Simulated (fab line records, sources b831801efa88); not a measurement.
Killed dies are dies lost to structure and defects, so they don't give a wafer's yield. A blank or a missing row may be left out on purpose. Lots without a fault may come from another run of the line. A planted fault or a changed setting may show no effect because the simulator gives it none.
Which tool did it? | flow sky130 | 6 lots, 18 wafers sampled, at 2 steps of a route of 708

WHAT THE GAUGES READ, wafer by wafer
SKY_NWELL_OVL_MEAS_10.
lot  | measured     | on         | NWELL_00_OVL (nm)
L972 | day 5 03:38  | overlay-02 | 3.2 3.0 2.3
L976 | day 6 02:26  | overlay-01 | 1.3 1.4 3.1
L982 | day 7 14:05  | overlay-02 | - - -
L985 | day 8 04:02  | overlay-01 | -1.7 -1.0 -2.3
L991 | day 9 13:56  | overlay-02 | 0.4 -1.3 -0.2
L993 | day 10 02:35 | overlay-02 | 1.8 0.5 1.2

WHICH TOOL RAN EACH LOT (tool, then ch and the chambers of the sampled wafers, then the start)
lot  | SKY_NWELL_EXPOSE_07
L972 | iline_stepper-01 ch 0, day 4 19:05
L976 | iline_stepper-01 ch 0, day 5 17:21
L982 | iline_stepper-02 ch 0, day 7 04:01
L985 | iline_stepper-02 ch 0, day 7 18:20
L991 | iline_stepper-02 ch 0, day 9 03:39
L993 | iline_stepper-01 ch 0, day 9 15:57
- SKY_NWELL_EXPOSE_07: exposes mask NWM, target cd 840 nm.

THE ANSWER, worked out from the rows above alone
Rule: what is usual is taken from the lots themselves. Put in order of their means at a reading, lots are off if they are a third of the lots or fewer, leave a main group of 4 or more, and stand apart from it by a gap of 3 or more times the standard deviation of the main group's means; of several such gaps the widest counts. A main group whose means are all the same, to the digits that the tables above print for the reading, isn't used. A lot without any number at a reading at which 4 lots or more have one is off too. The other lots that the step has rows for count as sound.
Off: L982, at SKY_NWELL_OVL_MEAS_10 (NWELL_00_OVL). Without a number there: L982. The main group: mean 0.8 nm, standard deviation 1.6.
A tool fits if, at a process step before that reading, it ran every lot that is off, and no sound lot after the first of them. The gauges at SKY_NWELL_OVL_MEAS_10 are tried like those tools. None of those tried fits.

WHAT THE SIMULATOR HAD PUT IN
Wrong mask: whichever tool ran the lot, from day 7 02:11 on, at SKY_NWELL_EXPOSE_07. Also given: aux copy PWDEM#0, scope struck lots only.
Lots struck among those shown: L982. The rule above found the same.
